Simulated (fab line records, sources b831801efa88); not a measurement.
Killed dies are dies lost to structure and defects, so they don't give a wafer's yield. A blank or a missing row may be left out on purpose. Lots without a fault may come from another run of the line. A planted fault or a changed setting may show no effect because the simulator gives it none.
One fault seen from 2 desks | flow gf180mcu | each desk has only its own numbers; what lay behind them comes last

THE METROLOGY DESK
What the gauges read, lot by lot, whatever tool the lot ran on: means of the sampled wafers that have a number. A lot is out of limits, marked OUT, if its mean lies more than 4 standard deviations from the usual mean; the brackets give that distance.
Columns: A = HV_LDD_TW at GF_HV_LDD_TW_MEAS_11, usual 2396; B = HV_LDD_3_TW at GF_HV_LDD_TW_MEAS_38, usual 1423; C = HV_LDD_03_OVL at GF_HV_LDD_OVL_MEAS_47, usual 0.1 nm; D = HV_LDD_CVD_56_THK at GF_HV_LDD_THK_MEAS_57, usual 88.2 nm
lot  | first seen here | A    | B    | C    | D
L475 | day 10 02:24    | 2426 | 1416 | -0.9 | 88.4
L478 | day 10 21:32    | 2369 | 1412 | 0.3  | 40.4 (-57) OUT
L480 | day 11 13:30    | 2419 | 1410 | 0.1  | 89.1
L488 | day 14 01:38    | 2373 | 1435 | 1.2  | 88.7
L489 | day 14 06:41    | 2411 | 1452 | -1.1 | 88.7
L491 | day 15 01:54    | 2418 | 1412 | 0.9  | 88.3
L492 | day 15 05:45    | 2381 | 1447 | 0.7  | 89.1
L495 | day 16 04:41    | 2378 | 1410 | -1.5 | 87.3
L494 | day 16 04:59    | 2368 | 1414 | 1.7  | 89.7
L496 | day 16 12:47    | 2380 | 1439 | -0.6 | 89.5
L497 | day 16 22:17    | 2378 | 1408 | 2.2  | 89.4
L498 | day 17 02:38    | 2431 | 1452 | -0.5 | 88.0
This desk's finding: out of limits on L478; first on L478, day 13 08:29 (HV_LDD_CVD_56_THK at GF_HV_LDD_THK_MEAS_57). In limits: L475, L480, L488, L489, L491, L492, L495, L494, L496, L497, L498.

THE TOOL OWNER'S DESK: lpcvd-02
The tool's own readings at GF_HV_LDD_CVD_56 (deposits Si3N4 from DCS/NH3, target thk 90 nm, time 1509 s): means of the sampled wafers that have a number, for each lot that ran on this tool. A lot is out of limits, marked OUT, if its mean lies more than 4 standard deviations from the usual mean; the brackets give that distance.
Columns: A = pressure_mtorr at GF_HV_LDD_CVD_56, usual 250.0 mTorr; B = spike_tc_centre_C at GF_HV_LDD_CVD_56, usual 770.8 C
lot  | first seen here | A     | B
L475 | day 12 12:16    | 250.1 | 771.9
L478 | day 13 07:04    | 250.0 | 769.5
L489 | day 17 04:57    | 249.5 | 771.4
L492 | day 18 04:21    | 249.9 | 769.5
L494 | day 19 05:28    | 250.0 | 769.6
L496 | day 19 13:01    | 249.5 | 771.2
L497 | day 20 02:05    | 250.8 | 770.8
L498 | day 20 05:28    | 250.7 | 771.7
This desk's finding: nothing out of limits on any of the 8 lots.

PUT TOGETHER
The metrology desk could have raised an alarm at day 13 08:29, on L478.
The tool owner's desk saw nothing out of limits.
The tool owner's desk has L478 on record, within its limits.
Of the lots named, all ran GF_HV_LDD_CVD_56 on lpcvd-02.

WHAT THE SIMULATOR HAD PUT IN
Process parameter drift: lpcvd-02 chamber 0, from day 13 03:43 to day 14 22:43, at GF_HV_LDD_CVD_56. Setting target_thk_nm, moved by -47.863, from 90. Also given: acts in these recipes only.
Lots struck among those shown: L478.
Hours from the fault's start to each desk's first reading out of limits: the metrology desk, 5.
